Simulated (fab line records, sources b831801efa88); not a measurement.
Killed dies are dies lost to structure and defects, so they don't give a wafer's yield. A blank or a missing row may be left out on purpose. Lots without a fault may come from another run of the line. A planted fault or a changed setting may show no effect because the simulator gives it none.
Which tool did it? | flow gf180mcu | 11 lots, 33 wafers sampled, at 5 steps of a route of 602

WHAT THE GAUGES READ, wafer by wafer
GF_V5_RS_MEAS_24: measures by four-point-probe.
lot  | measured     | on            | V5_W_RS (ohm/sq)
L207 | day 28 10:55 | film_metro-03 | 0.3200 0.3260 0.3284
L206 | day 28 13:51 | film_metro-04 | 0.3270 0.3315 0.3336
L208 | day 28 14:44 | film_metro-04 | 0.3233 0.3290 0.3262
L211 | day 29 19:53 | film_metro-04 | 0.3324 0.3336 0.3295
L213 | day 30 07:19 | film_metro-04 | 0.3307 0.3305 0.3260
L215 | day 30 23:23 | film_metro-04 | 0.3286 0.3260 0.3277
L217 | day 31 14:59 | film_metro-01 | 0.3277 0.3275 0.3300
L218 | day 31 18:56 | film_metro-01 | 0.3639 0.3234 0.3609
L219 | day 31 22:20 | film_metro-04 | 0.3644 0.3290 0.3664
L220 | day 32 04:04 | film_metro-04 | 0.3309 0.3257 0.3240
L226 | day 33 18:28 | film_metro-01 | 0.3251 0.3280 0.3293

GF_V5_THK_MEAS_25: measures by xrf.
lot  | measured     | on            | V5_W_THK (nm)
L207 | day 28 11:02 | film_metro-03 | 352 346 345
L206 | day 28 13:58 | film_metro-04 | 345 342 340
L208 | day 28 14:50 | film_metro-04 | 349 343 346
L211 | day 29 19:59 | film_metro-04 | 337 337 344
L213 | day 30 07:26 | film_metro-04 | 343 344 349
L215 | day 30 23:29 | film_metro-04 | 345 348 346
L217 | day 31 15:06 | film_metro-01 | 346 344 343
L218 | day 31 19:03 | film_metro-01 | 310 347 313
L219 | day 31 22:26 | film_metro-04 | 307 339 306
L220 | day 32 04:11 | film_metro-04 | 339 346 348
L226 | day 33 18:35 | film_metro-01 | 347 341 341

WHICH TOOL RAN EACH LOT (tool, then ch and the chambers of the sampled wafers, then the start)
lot  | GF_V4_SPUTTER_21             | GF_V4_CVD_23                  | GF_V5_CVD_23
L207 | pvd_sputter-01, day 25 18:35 | cvd_w-02 ch 0,1, day 25 18:41 | cvd_w-02 ch 0,1, day 28 10:48
L206 | pvd_sputter-03, day 25 20:34 | cvd_w-01 ch 0,1, day 25 20:40 | cvd_w-01 ch 0,1, day 28 13:44
L208 | pvd_sputter-03, day 25 21:41 | cvd_w-01 ch 0,1, day 25 21:49 | cvd_w-01 ch 0,1, day 28 14:37
L211 | pvd_sputter-03, day 27 05:32 | cvd_w-02 ch 0,1, day 27 05:38 | cvd_w-02 ch 1, day 29 19:45
L213 | pvd_sputter-04, day 27 17:58 | cvd_w-01 ch 0,1, day 27 18:04 | cvd_w-02 ch 0,1, day 30 07:10
L215 | pvd_sputter-01, day 28 11:41 | cvd_w-02 ch 0,1, day 28 11:47 | cvd_w-01 ch 0,1, day 30 23:15
L217 | pvd_sputter-01, day 29 04:20 | cvd_w-02 ch 1, day 29 04:26   | cvd_w-02 ch 0, day 31 14:52
L218 | pvd_sputter-03, day 29 07:52 | cvd_w-01 ch 1, day 29 07:58   | cvd_w-02 ch 0,1, day 31 18:49
L219 | pvd_sputter-01, day 29 13:43 | cvd_w-02 ch 0,1, day 29 13:51 | cvd_w-02 ch 0,1, day 31 22:13
L220 | pvd_sputter-01, day 29 18:59 | cvd_w-02 ch 0,1, day 29 19:05 | cvd_w-01 ch 0,1, day 32 03:57
L226 | pvd_sputter-03, day 31 13:13 | cvd_w-01 ch 0,1, day 31 13:19 | cvd_w-01 ch 0,1, day 33 18:20
- GF_V4_SPUTTER_21: material Ti, target thk 15 nm, time 80.02 s.
- GF_V4_CVD_23: deposits W, target thk 350 nm, time 104.9 s.
- GF_V5_CVD_23: deposits W, target thk 350 nm, time 104.9 s.

WHAT THE TOOLS THEMSELVES READ (means of the sampled wafers that have a number; where no wafer has one, the mark that the record gives instead)
GF_V4_SPUTTER_21.
lot  | tool           | substrate_temp_c (C) | throttle_valve_pct (%)
L207 | pvd_sputter-01 | 199.98               | 30.5
L206 | pvd_sputter-03 | 199.97               | 29.6
L208 | pvd_sputter-03 | 199.98               | 30.8
L211 | pvd_sputter-03 | 199.92               | 30.2
L213 | pvd_sputter-04 | 199.93               | 29.3
L215 | pvd_sputter-01 | 199.88               | 30.9
L217 | pvd_sputter-01 | 200.08               | 31.0
L218 | pvd_sputter-03 | 200.06               | 30.5
L219 | pvd_sputter-01 | 200.00               | 30.4
L220 | pvd_sputter-01 | 200.07               | 30.4
L226 | pvd_sputter-03 | 200.03               | 29.7

GF_V4_CVD_23.
lot  | tool     | chamber_pressure_Torr (Torr) | heater_power_outer_w (W) | heater_power_w (W)
L207 | cvd_w-02 | 39.98                        | 569                      | 931
L206 | cvd_w-01 | 39.95                        | 474                      | 806
L208 | cvd_w-01 | 40.02                        | 471                      | 807
L211 | cvd_w-02 | 39.91                        | 540                      | 926
L213 | cvd_w-01 | 39.91                        | 474                      | 817
L215 | cvd_w-02 | 40.12                        | 545                      | 934
L217 | cvd_w-02 | 40.08                        | 520                      | 939
L218 | cvd_w-01 | 40.05                        | 435                      | 771
L219 | cvd_w-02 | 40.03                        | 574                      | 959
L220 | cvd_w-02 | 40.06                        | 574                      | 936
L226 | cvd_w-01 | 39.95                        | 503                      | 849

GF_V5_CVD_23.
lot  | tool     | chamber_pressure_Torr (Torr) | heater_power_outer_w (W) | heater_power_w (W)
L207 | cvd_w-02 | 39.99                        | 548                      | 931
L206 | cvd_w-01 | 40.01                        | 469                      | 817
L208 | cvd_w-01 | 40.02                        | 474                      | 804
L211 | cvd_w-02 | 40.10                        | 522                      | 947
L213 | cvd_w-02 | 40.04                        | 570                      | 942
L215 | cvd_w-01 | 40.03                        | 507                      | 857
L217 | cvd_w-02 | 40.05                        | 609                      | 966
L218 | cvd_w-02 | 35.22                        | 547                      | 941
L219 | cvd_w-02 | 35.30                        | 545                      | 936
L220 | cvd_w-01 | 40.03                        | 515                      | 837
L226 | cvd_w-01 | 40.01                        | 477                      | 813

THE ANSWER, worked out from the rows above alone
Rule: what is usual is taken from the lots themselves. Put in order of their means at a reading, lots are off if they are a third of the lots or fewer, leave a main group of 4 or more, and stand apart from it by a gap of 3 or more times the standard deviation of the main group's means; of several such gaps the widest counts. A main group whose means are all the same, to the digits that the tables above print for the reading, isn't used. A lot without any number at a reading at which 4 lots or more have one is off too. The other lots that the step has rows for count as sound. The gauges are gone through in route order, then the tools' own readings, and for those a lot's mean is taken as printed above. The first step at which some lot is off is used, and at that step the reading that is off furthest; a lot without a number counts as furthest.
Off: L218, L219, at GF_V5_RS_MEAS_24 (V5_W_RS). The main group: mean 0.3281 ohm/sq, standard deviation 0.0021.
A tool fits if, at a process step before that reading, it ran every lot that is off, and no sound lot after the first of them. The gauges at GF_V5_RS_MEAS_24 aren't tried: what is off there is off at GF_V5_CVD_23 too, on other tools, and a gauge's error can't cause that. One fits: cvd_w-02 at GF_V5_CVD_23. Its last sound lot is L217 (day 31 14:52), its first lot that is off L218 (day 31 18:49): a fault that began between those two fits.
The tool's own readings at GF_V5_CVD_23 bear it out: on the lots that are off they differ by more than 5 times the standard deviation of the sound lots' means. chamber_pressure_Torr reads 35.26 Torr there against 40.03 Torr on the sound lots.

WHAT THE SIMULATOR HAD PUT IN
Process parameter drift: cvd_w-02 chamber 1, from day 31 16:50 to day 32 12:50, at GF_V5_CVD_23. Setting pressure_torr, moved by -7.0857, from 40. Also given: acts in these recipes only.
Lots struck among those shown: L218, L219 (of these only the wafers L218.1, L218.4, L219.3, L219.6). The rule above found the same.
